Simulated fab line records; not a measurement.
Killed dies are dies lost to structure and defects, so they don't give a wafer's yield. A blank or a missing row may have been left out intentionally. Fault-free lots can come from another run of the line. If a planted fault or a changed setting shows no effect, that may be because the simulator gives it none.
2 desks looking at one fault / flow sky130 / each desk holds nothing but its own numbers, with what lay behind them at the end

== METROLOGY DESK ==
Means of the sampled wafers that have a number, per lot and without regard to the tool the lot ran on: this is what the gauges read. Marked OUT: a lot whose mean sits more than 4 standard deviations from the usual mean, which makes it out of limits; the brackets give that distance.
Columns: A = CAP2M_CVD_00_THK at SKY_CAP2M_THK_MEAS_01, usual 15.51 nm; B = CAP2M_OVL at SKY_CAP2M_OVL_MEAS_12, usual -0.5 nm; C = VIA4_BOW at SKY_VIA4_BOW_MEAS_03, usual 78 um; D = VIA4_W_RS at SKY_VIA4_RS_MEAS_19, usual 0.226 ohm/sq
lot=L366; first seen here=day 40 10:08; A=15.27; B=0.6; C=84; D=0.229
lot=L367; first seen here=day 40 23:50; A=15.55; B=-0.3; C=82; D=0.230
lot=L368; first seen here=day 41 07:15; A=15.82; B=-0.4; C=80; D=0.229
lot=L369; first seen here=day 41 23:30; A=15.70; B=-0.5; C=79; D=0.227
lot=L370; first seen here=day 42 00:35; A=15.53; B=-0.7; C=81; D=0.226
lot=L372; first seen here=day 42 02:09; A=15.42; B=0.3; C=67; D=0.230
lot=L371; first seen here=day 42 03:05; A=15.48; B=-0.5; C=68; D=0.226
lot=L373; first seen here=day 42 07:56; A=15.38; B=-0.4; C=73; D=0.223
lot=L375; first seen here=day 42 21:05; A=15.15; B=-0.1; C=81; D=0.226
lot=L377; first seen here=day 43 04:39; A=15.28; B=-0.1; C=73; D=0.227
lot=L378; first seen here=day 43 15:58; A=15.69; B=-0.3; C=83; D=0.230
lot=L380; first seen here=day 43 23:42; A=15.72; B=0.1; C=80; D=0.225
lot=L386; first seen here=day 45 15:56; A=15.50; B=-1.4; C=83; D=0.227
Finding of this desk: none of the 13 lots has anything out of limits.

== AT THE TOOL OWNER'S DESK: cmp-01 ==
The tool's own readings at SKY_VIA4_CMP_02 (polishes SiO2): means of the sampled wafers that have a number, for each lot that ran on this tool. Marked OUT: a lot whose mean sits more than 4 standard deviations from the usual mean, which makes it out of limits; the brackets give that distance.
Columns: A = motor-current-A at SKY_VIA4_CMP_02, usual 12.5 A; B = slurry-filter-dp-kPa at SKY_VIA4_CMP_02, usual 13.50 kPa
lot=L366; first seen here=day 42 10:47; A=12.7; B=13.43
lot=L368; first seen here=day 43 07:17; A=12.6; B=13.56
lot=L369; first seen here=day 43 23:41; A=13.2; B=13.47
lot=L372; first seen here=day 44 01:01; A=12.6; B=13.43
lot=L371; first seen here=day 44 02:44; A=13.3; B=13.49
lot=L373; first seen here=day 44 07:25; A=12.9; B=13.52
lot=L377; first seen here=day 45 02:56; A=12.6; B=13.37
lot=L378; first seen here=day 45 12:59; A=12.0; B=13.48
lot=L386; first seen here=day 47 10:29; A=12.9; B=13.41
Finding of this desk: none of the 9 lots has anything out of limits.

== PUT TOGETHER ==
The metrology desk saw nothing out of limits.
Nothing out of limits was seen by the tool owner's desk.

== WHAT THE SIMULATOR PUT IN ==
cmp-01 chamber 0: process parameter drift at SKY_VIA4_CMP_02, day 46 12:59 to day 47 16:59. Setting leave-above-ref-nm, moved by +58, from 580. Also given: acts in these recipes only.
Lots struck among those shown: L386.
